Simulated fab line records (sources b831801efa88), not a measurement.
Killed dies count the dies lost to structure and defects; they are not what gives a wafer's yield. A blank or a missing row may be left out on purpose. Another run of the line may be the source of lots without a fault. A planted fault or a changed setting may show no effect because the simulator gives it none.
Which tool is to blame? -- flow sky130 -- Sampling: 14 lots, 42 wafers, 4 of 708 route steps

== WHAT EACH GAUGE READ, for each wafer ==
SKY_VIA1_CD_MEAS_12: the cd target is 150 nm.
lot,measured,on,cd nm (nm)
L490,day 33 22:23,cd sem-02,152.0 150.0 150.1
L491,day 34 05:53,cd sem-01,148.5 147.8 147.2
L492,day 34 09:49,cd sem-02,150.4 152.8 151.8
L493,day 34 19:17,cd sem-01,151.3 151.0 150.0
L497,day 36 06:43,cd sem-01,148.6 148.7 148.5
L499,day 37 02:19,cd sem-02,151.6 150.9 149.7
L500,day 37 11:05,cd sem-02,148.4 149.7 149.4
L501,day 37 13:29,cd sem-01,150.7 148.8 149.6
L503,day 38 06:32,cd sem-01,147.7 146.4 148.2
L507,day 39 19:57,cd sem-01,149.5 151.2 150.2
L509,day 40 00:04,cd sem-01,150.1 150.6 151.1
L511,day 40 11:41,cd sem-01,148.2 149.0 149.2
L512,day 40 17:07,cd sem-01,148.5 148.1 148.5
L513,day 40 23:08,cd sem-02,149.1 150.4 150.2

SKY_METAL2_OVL_MEAS_16.
lot,measured,on,METAL2_OVL (nm)
L490,day 35 02:59,overlay-02,4 0 5
L491,day 35 09:51,overlay-01,2 9 5
L492,day 35 13:28,overlay-01,-6 2 -3
L493,day 35 23:17,overlay-01,10 6 8
L497,day 37 09:38,overlay-01,1 14 4
L499,day 38 05:46,overlay-02,2 1 5
L500,day 38 14:17,overlay-02,12 10 21
L501,day 38 16:37,overlay-01,7 6 14
L503,day 39 08:53,overlay-01,3 -7 0
L507,day 40 21:47,overlay-01,-2 5 -2
L509,day 41 01:58,overlay-02,-2 6 4
L511,day 41 13:28,overlay-01,-6 5 10
L512,day 41 18:41,overlay-02,9 13 11
L513,day 42 01:40,overlay-01,11 10 7

== EACH LOT AND THE TOOL THAT RAN IT (in order: tool; ch and the chambers of the sampled wafers; start) ==
lot,SKY_LDD_N_IMPLANT_09,SKY_VIA1_CVD_21
L490,"implanter-03 ch 0, day 17 17:56","cvd w-01 ch 0,1, day 33 23:16"
L491,"implanter-03 ch 0, day 17 21:39","cvd w-02 ch 0,1, day 34 06:49"
L492,"implanter-01 ch 0, day 18 07:48","cvd w-01 ch 0,1, day 34 10:43"
L493,"implanter-03 ch 0, day 18 14:49","cvd w-01 ch 0, day 34 20:11"
L497,"implanter-01 ch 0, day 20 08:23","cvd w-01 ch 0,1, day 36 07:37"
L499,"implanter-03 ch 0, day 21 05:01","cvd w-02 ch 0,1, day 37 03:12"
L500,"implanter-01 ch 0, day 21 17:16","cvd w-02 ch 0,1, day 37 11:59"
L501,"implanter-01 ch 0, day 21 19:26","cvd w-01 ch 0,1, day 37 14:23"
L503,"implanter-01 ch 0, day 22 17:04","cvd w-02 ch 0,1, day 38 07:25"
L507,"implanter-02 ch 0, day 24 14:01","cvd w-02 ch 0,1, day 39 20:51"
L509,"implanter-02 ch 0, day 24 18:28","cvd w-02 ch 0,1, day 40 00:56"
L511,"implanter-01 ch 0, day 25 06:50","cvd w-01 ch 0, day 40 12:35"
L512,"implanter-02 ch 0, day 25 14:43","cvd w-02 ch 0,1, day 40 18:04"
L513,"implanter-02 ch 0, day 25 23:23","cvd w-02 ch 0,1, day 41 00:08"
- SKY_LDD_N_IMPLANT_09
- SKY_VIA1_CVD_21: deposits W, target thk 270 nm, time 80.902 s.

== WHAT THE TOOLS THEMSELVES READ (means of the sampled wafers that have a number; where no wafer has one, the mark that the record gives instead) ==
SKY_LDD_N_IMPLANT_09.
lot,tool,rotation deg (degrees)
L490,implanter-03,113.00
L491,implanter-03,113.00
L492,implanter-01,112.99
L493,implanter-03,113.00
L497,implanter-01,113.01
L499,implanter-03,113.01
L500,implanter-01,112.99
L501,implanter-01,299.56
L503,implanter-01,299.54
L507,implanter-02,112.98
L509,implanter-02,113.02
L511,implanter-01,112.99
L512,implanter-02,113.01
L513,implanter-02,112.98

SKY_VIA1_CVD_21.
lot,tool,heater power w (W)
L490,cvd w-01,755
L491,cvd w-02,853
L492,cvd w-01,767
L493,cvd w-01,784
L497,cvd w-01,746
L499,cvd w-02,854
L500,cvd w-02,848
L501,cvd w-01,769
L503,cvd w-02,861
L507,cvd w-02,794
L509,cvd w-02,802
L511,cvd w-01,812
L512,cvd w-02,803
L513,cvd w-02,793

== THE ANSWER, worked out from the rows above alone ==
Rule: the lots themselves supply what counts as usual. Put in order of their means at a reading, lots are off if they are a third of the lots or fewer, leave a main group of 4 or more, and stand apart from it by a gap of 3 or more times the standard deviation of the main group's means; of several such gaps the widest counts. A main group whose means are all the same, to the digits that the tables above print for the reading, isn't used. Also off: a lot with no number at a reading for which 4 or more lots have one. Where the step has rows for the other lots, those lots are counted as sound. After the gauges, taken in route order, come the tools' own readings; for these a lot's mean is taken, as printed above. At the first step where some lot is off, the reading lying furthest off is the one used; lots without a number count as furthest.
Off: L501, L503 (SKY_LDD_N_IMPLANT_09, rotation deg). The main group: mean 113.00 degrees, standard deviation 0.012.
A tool fits if, at that step or a process step before it, it ran every lot that is off, and no sound lot after the first of them. Of those tried, none fits.

== WHAT HAD BEEN PUT IN BY THE SIMULATOR ==
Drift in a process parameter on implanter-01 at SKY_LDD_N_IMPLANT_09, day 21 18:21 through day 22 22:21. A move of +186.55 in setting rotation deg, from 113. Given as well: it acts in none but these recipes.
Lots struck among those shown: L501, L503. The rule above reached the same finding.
